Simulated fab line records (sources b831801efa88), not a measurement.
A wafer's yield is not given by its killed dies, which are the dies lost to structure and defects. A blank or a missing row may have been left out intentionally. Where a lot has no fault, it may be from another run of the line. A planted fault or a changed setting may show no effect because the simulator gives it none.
Which tool was responsible? / flow gf180mcu / Sampling: 6 lots, 18 wafers, 2 of 602 route steps

## WHAT THE GAUGES READ, wafer by wafer
GF_VT_IMPLANT_RS_MEAS_49: measures by four-point-probe.
lot=L621; measured=day 7 19:46; on=filmMetro-02; MVPSD_RS (ohm/sq)=1173.3 1174.4 1171.1
lot=L623; measured=day 8 10:56; on=filmMetro-03; MVPSD_RS (ohm/sq)=1169.1 1168.2 1166.0
lot=L630; measured=day 10 08:55; on=filmMetro-04; MVPSD_RS (ohm/sq)=1229.8 1226.2 1227.4
lot=L636; measured=day 12 01:27; on=filmMetro-04; MVPSD_RS (ohm/sq)=1171.6 1175.0 1173.1
lot=L639; measured=day 12 22:13; on=filmMetro-02; MVPSD_RS (ohm/sq)=1171.6 1166.5 1171.8
lot=L641; measured=day 13 12:29; on=filmMetro-02; MVPSD_RS (ohm/sq)=1169.7 1169.2 1168.9

## WHICH TOOL RAN EACH LOT (tool, then ch and the chambers of the sampled wafers, then the start)
lot=L621; GF_MVPSD_IMPLANT_08=implanter-03 ch 0, day 5 05:46
lot=L623; GF_MVPSD_IMPLANT_08=implanter-04 ch 0, day 5 18:22
lot=L630; GF_MVPSD_IMPLANT_08=implanter-01 ch 0, day 7 11:58
lot=L636; GF_MVPSD_IMPLANT_08=implanter-03 ch 0, day 8 23:56
lot=L639; GF_MVPSD_IMPLANT_08=implanter-03 ch 0, day 9 18:56
lot=L641; GF_MVPSD_IMPLANT_08=implanter-01 ch 0, day 10 07:23
- GF_MVPSD_IMPLANT_08

## THE ANSWER, worked out from the rows above alone
Rule: the lots themselves supply what counts as usual. Put in order of their means at a reading, lots are off if they are a third of the lots or fewer, leave a main group of 4 or more, and stand apart from it by a gap of 3 or more times the standard deviation of the main group's means; of several such gaps the widest counts. Not used: any main group whose means are identical at the precision the tables above print for the reading. A lot without any number at a reading at which 4 lots or more have one is off too. All remaining lots with rows at the step are treated as sound.
Off: at GF_VT_IMPLANT_RS_MEAS_49 (MVPSD_RS), L630. Main group: mean 1170.6 ohm/sq, sd 2.1.
A tool fits if, at a process step before that reading, it ran every lot that is off, and no sound lot after the first of them. The gauges at GF_VT_IMPLANT_RS_MEAS_49 are tried like those tools. No candidate that was tried fits.

## WHAT WAS PUT IN BY THE SIMULATOR
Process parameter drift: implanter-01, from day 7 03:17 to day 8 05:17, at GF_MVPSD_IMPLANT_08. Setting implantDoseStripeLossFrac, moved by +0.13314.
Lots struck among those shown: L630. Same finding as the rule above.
